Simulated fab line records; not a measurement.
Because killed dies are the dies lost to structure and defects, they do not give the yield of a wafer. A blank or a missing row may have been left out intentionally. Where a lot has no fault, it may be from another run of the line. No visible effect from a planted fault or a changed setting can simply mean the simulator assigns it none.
8D (eight disciplines) problem report, filled in by code    flow sky130    the parts of the form that need people (team, actions taken, sign-off) are left out

== 1. WHAT IS WRONG ==
Wafers with no fault read 0.4001 Pa with a standard deviation of 0.0008, whereas chamber_pressure_pa at SKY_METAL4_SPUTTER_01 reads a mean of 0.4237 Pa on 1 wafer of 1 lot. That is +30 standard deviations from the usual mean.
The step: material TiN, target thk 20 nm, time 16.7 s.
Earliest sighting: wafer L780.3 on pvd_sputter-04 at day 44 10:26. The record holds 36 wafers of 12 lots with a number at this step. The rule behind "out" and "out of limits": a value lying over 4 standard deviations away from the usual mean. The rest of the wafers with a number are treated as sound.

== 2. WHAT IT IS, WHAT IT ISN'T ==
question                     is                   is not
which readings at this step  chamber_pressure_pa  cathode_dc_power_W, throttle_valve_pct
which lots                   L780                 L765, L766, L767, L768, L769, L770, L771, L776, L783, L784, L787
which wafers of those lots   L780.3               L780.2, L780.4
read on which tools          pvd_sputter-04       pvd_sputter-02, pvd_sputter-03
when                         from day 44 10:26    up to then (26 sound wafers); but 9 sound wafers of L783, L784, L787 came after

== 3. SUSPECTS, AND WHAT RULES EACH OUT ==
Counting: a tool at a process step up to the reading stays a suspect if it ran every lot that is out. Sound lots after the first of them don't rule it out here, since some wafers of a struck lot are sound.
- pvd_sputter-04 at SKY_METAL4_SPUTTER_01 (material TiN, target thk 20 nm, time 16.7 s): kept. L780, the lot that is out, went through it at day 44 10:26; up to then, the latest sound lot through it was L776 at day 43 05:56. Its own readings are out on those wafers: chamber_pressure_pa.
The count leaves pvd_sputter-04 at SKY_METAL4_SPUTTER_01.

== 4. THE CAUSE (what the simulator had put in) ==
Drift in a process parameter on pvd_sputter-04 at SKY_METAL4_SPUTTER_01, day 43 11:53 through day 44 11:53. The setting chamber_pressure_pa was moved by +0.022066, starting from 0.4. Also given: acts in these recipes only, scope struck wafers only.
After counting, this tool was the only one left.

== 5. THE CHAIN OF EFFECTS, in route order ==
Each row: a reading where the mean over the struck wafers with a number is more than 3 standard deviations away from the usual. Readings are gone through only where the record gives a usual standard deviation; hours: the median, over the lots, of the time from a lot's start at the first step in this table giving one to that lot's start at this step; sigmas: the change measured in usual standard deviations.
hours  step                   reading              usual      on struck wafers  change   sigmas
0      SKY_METAL4_SPUTTER_01  chamber_pressure_pa  0.4001 Pa  0.4237            +0.0236  +30
Process steps it contains:
- SKY_METAL4_SPUTTER_01: material TiN, target thk 20 nm, time 16.7 s.
Later measuring or inspecting steps at which every struck wafer that the step has a row for has a number for every such reading, and none has moved that far: SKY_CAP2M_THK_MEAS_01.

== 6. WHAT WOULD HAVE CAUGHT IT SOONER ==
First out-of-limits reading in this record: day 44 10:26, which is 23 hours after fault onset at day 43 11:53.
